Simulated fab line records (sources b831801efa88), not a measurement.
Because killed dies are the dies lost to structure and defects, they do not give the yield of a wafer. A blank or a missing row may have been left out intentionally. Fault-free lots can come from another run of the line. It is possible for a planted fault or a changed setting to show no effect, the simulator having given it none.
Which of the tools did it? ; flow sky130 ; Sampling: 12 lots, 36 wafers, 4 of 708 route steps

== WHAT THE GAUGES SHOWED, per wafer ==
SKY_VIA3_OVL_MEAS_13. Usual: for VIA3_OVL the level is -2 nm and the standard deviation is 6.6.
lot;measured;on;VIA3_OVL (nm);flag
L263;day 40 11:54;overlay-02;-5 -9 0;
L264;day 40 17:26;overlay-01;-8 -11 -10;
L265;day 40 20:42;overlay-02;1 -11 2;
L267;day 41 13:47;overlay-01;-3 6 -3;
L269;day 42 01:45;overlay-02;-9 -6 -13;
L275;day 43 16:24;overlay-02;-5 -8 -8;
L278;day 44 12:44;overlay-01;-6 -4 4;
L279;day 44 17:50;overlay-02;8 7 -2;
L281;day 45 01:21;overlay-01;1 -4 -5;
L282;day 45 07:53;overlay-01;-7 -6 1;
L283;day 45 13:41;overlay-01;3 1 6;
L285;day 46 01:18;overlay-02;4 1 8;

SKY_CAP2M_THK_MEAS_04: measures by xrf. Usual: for CAP2M_TIN_THK the level is 196.2 nm and the standard deviation is 2.
lot;measured;on;CAP2M_TIN_THK (nm);flag
L263;day 40 13:55;film metro-03;191.6 193.7 193.5;
L264;day 40 19:19;film metro-04;195.6 193.3 198.3;
L265;day 40 22:36;film metro-04;192.2 193.5 192.0;
L267;day 41 15:43;film metro-02;197.2 197.4;
L269;day 42 03:37;film metro-03;194.0 195.7 196.9;
L275;day 43 18:16;film metro-03;193.5 193.5 191.8;
L278;day 44 14:36;film metro-04;195.7 196.9 196.6;
L279;day 44 19:41;film metro-02;198.2 200.6 199.1;
L281;day 45 03:13;film metro-04;195.4 193.8 195.3;
L282;day 45 09:44;film metro-03;192.4 196.2 194.3;
L283;day 45 15:32;film metro-02;198.2 196.9 193.6;
L285;day 46 03:11;film metro-03;194.8 194.2 193.9;

== WHAT TOOL EACH LOT RAN ON (gives the tool, then ch and the chambers of the sampled wafers, and finally the start) ==
lot;SKY_VIA3_SPUTTER_20;SKY_VIA3_CMP_24
L263;pvd sputter-03, day 40 12:38;cmp-01 ch 0,2, day 40 13:07
L264;pvd sputter-02, day 40 18:11;cmp-02 ch 0,2,3, day 40 18:32
L265;pvd sputter-03, day 40 21:25;cmp-02 ch 0,1,2, day 40 21:53
L267;pvd sputter-03, day 41 14:32;cmp-02 ch 0,3, day 41 14:58
L269;pvd sputter-01, day 42 02:28;cmp-01 ch 0,1, day 42 02:53
L275;pvd sputter-01, day 43 17:07;cmp-01 ch 0,1,3, day 43 17:36
L278;pvd sputter-03, day 44 13:28;cmp-01 ch 0,3, day 44 13:49
L279;pvd sputter-02, day 44 18:34;cmp-02 ch 0,1, day 44 18:55
L281;pvd sputter-02, day 45 02:04;cmp-01 ch 0,2, day 45 02:29
L282;pvd sputter-02, day 45 08:37;cmp-02 ch 1,3, day 45 08:59
L283;pvd sputter-02, day 45 14:25;cmp-01 ch 1,2,3, day 45 14:49
L285;pvd sputter-03, day 46 02:01;cmp-02 ch 0,2, day 46 02:26
- SKY_VIA3_SPUTTER_20: material TiN, target thk 20 nm, time 80 s.
- SKY_VIA3_CMP_24: polishes, stops on SiO2, t overpolish 20 s, target thk 0 nm.

== WHAT THE TOOLS THEMSELVES READ (means of the sampled wafers that have a number; where no wafer has one, the mark that the record gives instead) ==
SKY_VIA3_SPUTTER_20. Usual: cathode dc power W 4000.0 W, standard deviation 0.73; throttle valve pct 29.8 %, standard deviation 0.96.
lot;tool;cathode dc power W (W);throttle valve pct (%);flag
L263;pvd sputter-03;3999.9;29.7;
L264;pvd sputter-02;4000.2;29.2;
L265;pvd sputter-03;3999.6;29.1;
L267;pvd sputter-03;3999.7;29.7;
L269;pvd sputter-01;4000.0;30.4;
L275;pvd sputter-01;4000.0;30.2;
L278;pvd sputter-03;4000.2;29.3;
L279;pvd sputter-02;4000.8;29.7;
L281;pvd sputter-02;4000.3;29.9;
L282;pvd sputter-02;4000.1;29.1;
L283;pvd sputter-02;3999.6;29.8;
L285;pvd sputter-03;3999.5;29.5;

SKY_VIA3_CMP_24. Usual: motor current A 11.1 A, standard deviation 0.86; overpolish run s 20.000 s, standard deviation 0.0081; platen rpm 60.00 rpm, standard deviation 0.037; retaining ring pressure frac 0.999, standard deviation 0.0044; slurry filter dp kPa 13.49 kPa, standard deviation 0.13; time to endpoint s 95 s, standard deviation 3.3.
lot;tool;motor current A (A);overpolish run s (s);platen rpm (rpm);retaining ring pressure frac;slurry filter dp kPa (kPa);time to endpoint s (s);flag
L263;cmp-01;12.0;20.001;60.04;0.997;13.53;96;
L264;cmp-02;9.9;19.997;59.99;0.999;13.55;96;
L265;cmp-02;10.2;19.999;60.00;1.000;13.49;96;
L267;cmp-02;10.3;13.346;60.00;0.998;13.50;111;OFF
L269;cmp-01;11.5;19.999;59.98;1.002;13.55;92;
L275;cmp-01;11.6;19.998;60.08;1.001;13.55;94;
L278;cmp-01;11.9;20.004;60.01;1.001;13.51;94;
L279;cmp-02;9.9;20.000;60.00;0.998;13.51;94;
L281;cmp-01;11.6;19.997;60.01;0.999;13.37;96;
L282;cmp-02;11.3;20.015;59.99;1.002;13.51;95;
L283;cmp-01;11.6;19.996;59.99;0.998;13.50;98;
L285;cmp-02;9.7;20.003;60.01;0.996;13.51;97;

== THE ANSWER, worked out from the rows above alone ==
Rule: a lot counts as off when the mean over its wafers that have a number is more than 3 standard deviations away from the usual mean. Also off: a lot with no number at a reading for which 4 or more lots have one. Where the step has rows for the other lots, those lots are counted as sound. Order of review: gauges by route order, followed by the tools' own readings, for which a lot's mean as printed above is used. The first step at which some lot is off is used, and at that step the reading that is off furthest; a lot without a number counts as furthest.
Off: L267, at SKY_VIA3_CMP_24 (overpolish run s).
A tool fits if, at that step or a process step before it, it ran every lot that is off, and no sound lot after the first of them. Of those tried, none fits.

== WHAT THE SIMULATOR HAD INSERTED ==
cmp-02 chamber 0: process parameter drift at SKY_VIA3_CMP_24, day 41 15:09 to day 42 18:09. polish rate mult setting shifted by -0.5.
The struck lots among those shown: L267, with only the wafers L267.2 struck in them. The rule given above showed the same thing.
